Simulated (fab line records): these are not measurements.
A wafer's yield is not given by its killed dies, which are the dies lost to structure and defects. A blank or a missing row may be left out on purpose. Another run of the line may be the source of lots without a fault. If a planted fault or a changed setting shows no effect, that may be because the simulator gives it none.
fab line records | flow gf180mcu
record: lots: 14 | wafers: 42 | last-day: 34
route steps=602 shown POLY_GATE@167 HV_LDD@224 M2@366 V2@383
lots that met no fault: taken from a fault-free run of the same line
start-h: hours from the record's first day to the start of the lot's first wafer shown | wait-h: hours from the lot's prior step to this one | " repeats the value in the row above | L1.1+2: several wafers, shown together as one row | - value missing, or start not given | * or withheld: withheld | < > ~ a bound
route shown NAME@n: NAME is a module with steps in the file, n the number in the route of the first one | usual: mean/standard deviation of fault-free wafers | same: alike in all rows | chamber/n: place in a boat | sites: readings site by site | _std_site: how widely they spread, as a standard deviation | _edge_site: inner sites' mean taken away from outer sites' mean | radius-mm: how far each site lies from the wafer's centre | mask NAME#n: copy n | behind: the tool/chamber that last shaped the wafer | hold: cause of the lot's hold/its duration in hours/its outcome | device: the transistor (n, p or np) that didn't switch | end of line: the same wafers' tests at the end of the route | where a step has no rows: the recipe by itself | killed: dies lost to structure and defects at the first sort, not the wafer's yield | map: dies across one wafer; x = killed, . = not, _ = none there
set.NAME: the setting that was run; set.NAME@STEP: the one run at that earlier step | model.NAME: the simulator's own value behind a step, which no gauge read
a sample of lots followed through the steps of the route, with each step as a table and each wafer as a row
services: a tool's chamber out of use, with start hour (start-h, from the record's first day; less than 0 if before it), hours out, and reason
== steps ==
step: GF_POLY_GATE_CD_MEAS_10
recipe: target-cd-nm: 280
usual: cd-nm: 280.1/1.1
lot.wafer | tool      | chamber | start-h | wait-h | cd-nm
L929.1    | cd-sem-01 | -       | 202.38  | 0.1    | 278.9
L929.3    | "         | -       | "       | "      | 279.3
L929.5    | "         | -       | "       | "      | 279.7
L931.3    | cd-sem-01 | -       | 216.13  | 0.1    | 280.8
L931.5    | "         | -       | "       | "      | 279.9
L931.6    | "         | -       | "       | "      | 281.1
L933.2    | cd-sem-01 | -       | 224.73  | 0.1    | 280.5
L933.5    | "         | -       | "       | "      | 279.8
L933.6    | "         | -       | "       | "      | 281.3
L934.1    | cd-sem-01 | -       | 234.59  | 0.1    | 278.1
L934.3    | "         | -       | "       | "      | 279.3
L934.4    | "         | -       | "       | "      | 279.6
L935.3    | cd-sem-02 | -       | 239.32  | 0.1    | 282.2
L935.4    | "         | -       | "       | "      | 283.1
L935.5    | "         | -       | "       | "      | 282.2
L936.1    | cd-sem-02 | -       | 248.71  | 0.1    | 281.6
L936.2    | "         | -       | "       | "      | 281.8
L936.6    | "         | -       | "       | "      | 281.2
L937.1    | cd-sem-02 | -       | 252.86  | 0.1    | 278.4
L937.2    | "         | -       | "       | "      | 279.2
L937.3    | "         | -       | "       | "      | 279.7
L938.3    | cd-sem-01 | -       | 257.65  | 0.1    | 280.9
L938.4    | "         | -       | "       | "      | 279.5
L938.6    | "         | -       | "       | "      | 281.2
L940.2    | cd-sem-01 | -       | 273.65  | 0.1    | 279.3
L940.3    | "         | -       | "       | "      | 279.4
L940.4    | "         | -       | "       | "      | 279.6
L942.2    | cd-sem-01 | -       | 291.77  | 0.1    | 277.9
L942.5    | "         | -       | "       | "      | 280.3
L942.6    | "         | -       | "       | "      | 280.0
L947.3    | cd-sem-01 | -       | 322.99  | 0.1    | 280.7
L947.4    | "         | -       | "       | "      | 281.2
L947.6    | "         | -       | "       | "      | 281.0
L948.3    | cd-sem-02 | -       | 332.36  | 0.1    | 280.2
L948.4    | "         | -       | "       | "      | 282.1
L948.5    | "         | -       | "       | "      | 281.0
L949.2    | cd-sem-02 | -       | 341.82  | 0.1    | 281.6
L949.3    | "         | -       | "       | "      | 281.3
L949.5    | "         | -       | "       | "      | 280.9
L950.1    | cd-sem-02 | -       | 346.55  | 0.1    | 279.3
L950.3    | "         | -       | "       | "      | 278.4
L950.6    | "         | -       | "       | "      | 277.6
step: GF_HV_LDD_IMPLANT_48
recipe: species: B | energy-kev: 25 | dose-cm2: 3e+13 | tilt-deg: 7
usual: dose-ions-cm2: 2.999e+13/3.5e+10 | faraday-current-uA: 169/3.2
lot.wafer | tool         | chamber | start-h | wait-h | dose-ions-cm2 | faraday-current-uA
L929.1    | implanter-01 | 0       | 279.20  | 0.0    | 2.999e+13     | 170
L929.3    | "            | 0       | "       | "      | 2.989e+13     | 172
L929.5    | "            | 0       | "       | "      | 2.998e+13     | 167
L931.3    | implanter-01 | 0       | 295.34  | 0.1    | 2.993e+13     | 170
L931.5    | "            | 0       | "       | "      | 2.993e+13     | 167
L931.6    | "            | 0       | "       | "      | 2.996e+13     | 164
L933.2    | implanter-02 | 0       | 304.93  | 0.0    | 3.006e+13     | 170
L933.5    | "            | 0       | "       | "      | 3.002e+13     | 167
L933.6    | "            | 0       | "       | "      | 3.004e+13     | 163
L934.1    | implanter-01 | 0       | 315.69  | 0.0    | 2.994e+13     | 171
L934.3    | "            | 0       | "       | "      | 3e+13         | 168
L934.4    | "            | 0       | "       | "      | 3.001e+13     | 174
L935.3    | implanter-03 | 0       | 320.45  | 0.1    | 2.993e+13     | 170
L935.4    | "            | 0       | "       | "      | 3.005e+13     | 165
L935.5    | "            | 0       | "       | "      | 3.002e+13     | 177
L936.1    | implanter-03 | 0       | 331.19  | 0.0    | 3.001e+13     | 167
L936.2    | "            | 0       | "       | "      | 3.003e+13     | 169
L936.6    | "            | 0       | "       | "      | 3.002e+13     | 171
L937.1    | implanter-03 | 0       | 337.60  | 0.0    | 2.998e+13     | 166
L937.2    | "            | 0       | "       | "      | 3e+13         | 166
L937.3    | "            | 0       | "       | "      | 2.995e+13     | 167
L938.3    | implanter-03 | 0       | 341.98  | 0.1    | 2.098e+13     | 120
L938.4    | "            | 0       | "       | "      | 2.1e+13       | 119
L938.6    | "            | 0       | "       | "      | 2.105e+13     | 121
L940.2    | implanter-03 | 0       | 359.78  | 0.0    | 2.105e+13     | 120
L940.3    | "            | 0       | "       | "      | 2.102e+13     | 119
L940.4    | "            | 0       | "       | "      | 2.103e+13     | 113
L942.2    | implanter-01 | 0       | 381.28  | 0.0    | 3.001e+13     | 167
L942.5    | "            | 0       | "       | "      | 3.001e+13     | 167
L942.6    | "            | 0       | "       | "      | 2.999e+13     | 170
L947.3    | implanter-01 | 0       | 417.10  | 0.1    | 3e+13         | 169
L947.4    | "            | 0       | "       | "      | 2.996e+13     | 178
L947.6    | "            | 0       | "       | "      | 3e+13         | 175
L948.3    | implanter-01 | 0       | 426.93  | 0.1    | 2.997e+13     | 165
L948.4    | "            | 0       | "       | "      | 3e+13         | 172
L948.5    | "            | 0       | "       | "      | 2.997e+13     | 166
L949.2    | implanter-01 | 0       | 436.78  | 0.0    | 3e+13         | 171
L949.3    | "            | 0       | "       | "      | 3.005e+13     | 170
L949.5    | "            | 0       | "       | "      | 3.001e+13     | 168
L950.1    | implanter-02 | 0       | 443.83  | 0.0    | 3.004e+13     | 170
L950.3    | "            | 0       | "       | "      | 3.001e+13     | 169
L950.6    | "            | 0       | "       | "      | 3.005e+13     | 168
step: GF_HV_LDD_TW_MEAS_50
usual: HV_LDD_4_TW: 570/6.5
lot.wafer | tool          | chamber | start-h | wait-h | HV_LDD_4_TW
L929.1    | film-metro-01 | -       | 279.45  | 0.1    | 559
L929.3    | "             | -       | "       | "      | 561
L929.5    | "             | -       | "       | "      | 563
L931.3    | film-metro-04 | -       | 295.56  | 0.1    | 569
L931.5    | "             | -       | "       | "      | 573
L931.6    | "             | -       | "       | "      | 570
L933.2    | film-metro-04 | -       | 305.16  | 0.1    | 568
L933.5    | "             | -       | "       | "      | 570
L933.6    | "             | -       | "       | "      | 570
L934.1    | film-metro-04 | -       | 315.94  | 0.1    | 572
L934.3    | "             | -       | "       | "      | 574
L934.4    | "             | -       | "       | "      | 572
L935.3    | film-metro-04 | -       | 320.67  | 0.1    | 573
L935.4    | "             | -       | "       | "      | 568
L935.5    | "             | -       | "       | "      | 569
L936.1    | film-metro-04 | -       | 331.44  | 0.1    | 571
L936.2    | "             | -       | "       | "      | 571
L936.6    | "             | -       | "       | "      | 570
L937.1    | film-metro-01 | -       | 337.85  | 0.1    | 564
L937.2    | "             | -       | "       | "      | 563
L937.3    | "             | -       | "       | "      | 564
L938.3    | film-metro-03 | -       | 342.20  | 0.1    | 511
L938.4    | "             | -       | "       | "      | 510
L938.6    | "             | -       | "       | "      | 512
L940.2    | film-metro-01 | -       | 360.01  | 0.1    | 502
L940.3    | "             | -       | "       | "      | 499
L940.4    | "             | -       | "       | "      | 501
L942.2    | film-metro-01 | -       | 381.51  | 0.1    | 559
L942.5    | "             | -       | "       | "      | 559
L942.6    | "             | -       | "       | "      | 563
L947.3    | film-metro-04 | -       | 417.32  | 0.1    | 570
L947.4    | "             | -       | "       | "      | 570
L947.6    | "             | -       | "       | "      | 564
L948.3    | film-metro-03 | -       | 427.15  | 0.1    | 575
L948.4    | "             | -       | "       | "      | 577
L948.5    | "             | -       | "       | "      | 577
L949.2    | film-metro-03 | -       | 437.05  | 0.1    | 572
L949.3    | "             | -       | "       | "      | 578
L949.5    | "             | -       | "       | "      | 575
L950.1    | film-metro-04 | -       | 444.08  | 0.1    | 572
L950.3    | "             | -       | "       | "      | 573
L950.6    | "             | -       | "       | "      | 575
step: GF_M2_SPUTTER_04
recipe: material: TiN | target-thk-nm: 50 | power-w: 6500 | time-s: 41.7 | chamber-pressure-pa: 0.4
usual: throttle-valve-pct: 30.3/1.1
lot.wafer | tool           | chamber | start-h | wait-h | throttle-valve-pct
L929.1    | pvd-sputter-04 | -       | 421.62  | 0.0    | 32.6
L929.3    | "              | -       | "       | "      | 30.5
L929.5    | "              | -       | "       | "      | 29.0
L931.3    | pvd-sputter-04 | -       | 438.12  | 0.0    | 30.5
L931.5    | "              | -       | "       | "      | 32.3
L931.6    | "              | -       | "       | "      | 30.0
L933.2    | pvd-sputter-03 | -       | 448.61  | 0.0    | 29.5
L933.5    | "              | -       | "       | "      | 30.6
L933.6    | "              | -       | "       | "      | 29.7
L934.1    | pvd-sputter-03 | -       | 466.16  | 0.0    | 31.3
L934.3    | "              | -       | "       | "      | 30.9
L934.4    | "              | -       | "       | "      | 28.3
L935.3    | pvd-sputter-03 | -       | 467.04  | 0.0    | 28.6
L935.4    | "              | -       | "       | "      | 29.6
L935.5    | "              | -       | "       | "      | 28.5
L936.1    | pvd-sputter-04 | -       | 479.26  | 0.0    | 28.8
L936.2    | "              | -       | "       | "      | 29.8
L936.6    | "              | -       | "       | "      | 30.5
L937.1    | pvd-sputter-03 | -       | 485.34  | 0.0    | 29.8
L937.2    | "              | -       | "       | "      | 30.7
L937.3    | "              | -       | "       | "      | 31.5
L938.3    | pvd-sputter-03 | -       | 492.99  | 0.0    | 31.3
L938.4    | "              | -       | "       | "      | 29.8
L938.6    | "              | -       | "       | "      | 29.8
L940.2    | pvd-sputter-03 | -       | 509.77  | 0.0    | 30.5
L940.3    | "              | -       | "       | "      | 29.8
L940.4    | "              | -       | "       | "      | 28.4
L942.2    | pvd-sputter-02 | -       | 534.36  | 0.0    | 31.4
L942.5    | "              | -       | "       | "      | 30.1
L942.6    | "              | -       | "       | "      | 31.1
L947.3    | pvd-sputter-03 | -       | 569.39  | 0.0    | 30.5
L947.4    | "              | -       | "       | "      | 28.6
L947.6    | "              | -       | "       | "      | 28.4
L948.3    | pvd-sputter-03 | -       | 577.20  | 0.0    | 29.7
L948.4    | "              | -       | "       | "      | 30.7
L948.5    | "              | -       | "       | "      | 29.7
L949.2    | pvd-sputter-02 | -       | 586.22  | 0.0    | 31.0
L949.3    | "              | -       | "       | "      | 31.3
L949.5    | "              | -       | "       | "      | 30.1
L950.1    | pvd-sputter-04 | -       | 590.71  | 0.0    | 32.5
L950.3    | "              | -       | "       | "      | 29.7
L950.6    | "              | -       | "       | "      | 28.7
step: GF_V2_THK_MEAS_01
recipe: reads: SiO2_of_V2_CVD_00
usual: V2_CVD_00_THK: 598/7.4
lot.wafer | tool          | chamber | start-h | wait-h | V2_CVD_00_THK[nm]
L929.1    | film-metro-01 | -       | 446.81  | 0.0    | 604
L929.3    | "             | -       | "       | "      | 605
L929.5    | "             | -       | "       | "      | 608
L931.3    | film-metro-01 | -       | 463.19  | 0.1    | 584
L931.5    | "             | -       | "       | "      | 605
L931.6    | "             | -       | "       | "      | 582
L933.2    | film-metro-04 | -       | 473.72  | 0.1    | 596
L933.5    | "             | -       | "       | "      | 596
L933.6    | "             | -       | "       | "      | 599
L934.1    | film-metro-01 | -       | 491.11  | 0.0    | 601
L934.3    | "             | -       | "       | "      | 593
L934.4    | "             | -       | "       | "      | 605
L935.3    | film-metro-01 | -       | 491.75  | 0.1    | 595
L935.4    | "             | -       | "       | "      | 608
L935.5    | "             | -       | "       | "      | 600
L936.1    | film-metro-01 | -       | 503.92  | 0.0    | 610
L936.2    | "             | -       | "       | "      | 595
L936.6    | "             | -       | "       | "      | 610
L937.1    | film-metro-01 | -       | 510.03  | 0.0    | 599
L937.2    | "             | -       | "       | "      | 598
L937.3    | "             | -       | "       | "      | 597
L938.3    | film-metro-01 | -       | 516.72  | 0.1    | 600
L938.4    | "             | -       | "       | "      | 607
L938.6    | "             | -       | "       | "      | 593
L940.2    | film-metro-01 | -       | 534.54  | 0.0    | 603
L940.3    | "             | -       | "       | "      | 601
L940.4    | "             | -       | "       | "      | 596
L942.2    | film-metro-03 | -       | 557.73  | 0.0    | 591
L942.5    | "             | -       | "       | "      | 592
L942.6    | "             | -       | "       | "      | 590
L947.3    | film-metro-01 | -       | 591.66  | 0.1    | 604
L947.4    | "             | -       | "       | "      | 594
L947.6    | "             | -       | "       | "      | 613
L948.3    | film-metro-03 | -       | 599.66  | 0.1    | 588
L948.4    | "             | -       | "       | "      | 598
L948.5    | "             | -       | "       | "      | 601
L949.2    | film-metro-03 | -       | 608.09  | 0.0    | 584
L949.3    | "             | -       | "       | "      | 596
L949.5    | "             | -       | "       | "      | 592
L950.1    | film-metro-01 | -       | 612.93  | 0.0    | 587
L950.3    | "             | -       | "       | "      | 596
L950.6    | "             | -       | "       | "      | 594
== services ==
tool           | chamber | start-h | hours | kind
implanter-03   | -       | 264.23  | 31.1  | pm
pvd-sputter-03 | -       | 293.41  | 1.7   | repair
pvd-sputter-02 | -       | 307.50  | 1.1   | repair
implanter-01   | -       | 327.88  | 4.1   | repair
pvd-sputter-03 | -       | 331.48  | 8.2   | repair
implanter-02   | -       | 371.25  | 4.5   | pm
implanter-03   | -       | 371.28  | 21.4  | repair
implanter-02   | -       | 377.57  | 4.4   | pm
implanter-01   | -       | 412.28  | 4.3   | pm
pvd-sputter-02 | -       | 414.71  | 0.8   | repair
implanter-01   | -       | 421.72  | 2.5   | pm
implanter-03   | -       | 423.19  | 2.3   | repair
pvd-sputter-02 | -       | 435.21  | 10.9  | repair
implanter-02   | -       | 435.45  | 4.3   | repair
pvd-sputter-02 | -       | 446.79  | 20.2  | repair
pvd-sputter-02 | -       | 461.88  | 2.2   | repair
implanter-03   | -       | 465.75  | 2.7   | repair
implanter-03   | -       | 486.66  | 1.3   | repair
implanter-03   | -       | 521.97  | 4.9   | pm
implanter-03   | -       | 533.84  | 6.3   | repair
pvd-sputter-04 | -       | 541.57  | 3.5   | repair
pvd-sputter-03 | -       | 549.36  | 12.6  | repair
implanter-01   | -       | 551.67  | 0.6   | repair
pvd-sputter-03 | -       | 583.22  | 0.8   | repair
== key ==
first-sign: step: GF_HV_LDD_IMPLANT_48 | reading: dose-ions-cm2 | direction: down | sigmas: 99+ | usual: 2.999e+13 | struck: 2.102e+13
effect: step: GF_HV_LDD_IMPLANT_48 | reading: faraday-current-uA | direction: down | sigmas: 16 | usual: 169 | struck: 119
effect: step: GF_HV_LDD_TW_MEAS_50 | reading: HV_LDD_4_TW | direction: down | sigmas: 9.9 | usual: 570 | struck: 506
met-at GF_HV_LDD_IMPLANT_48
struck-lots L938,L940
tester-left-out L938,L940
not-acting-at GF_POLY_GATE_CD_MEAS_10,GF_M2_SPUTTER_04,GF_V2_THK_MEAS_01
onset-between 337.60 341.98
fault: kind: process-parameter-drift | tool: implanter-03 | chamber: - | onset-h: 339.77 | steps: GF_HV_LDD_IMPLANT_48 | channel: dose-cm2 | offset: -8.9963e+12 | shape: step | end-h: 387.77 | acts-in: these-recipes-only | stated: 3e+13
tester-left-out: of these lots the tester's yield and bins aren't shown, on N5 and GAA mostly nor the transistor test; their killed dies are dies lost to structure and defects alone, not to doping, threshold or leakage, so they don't give the yield
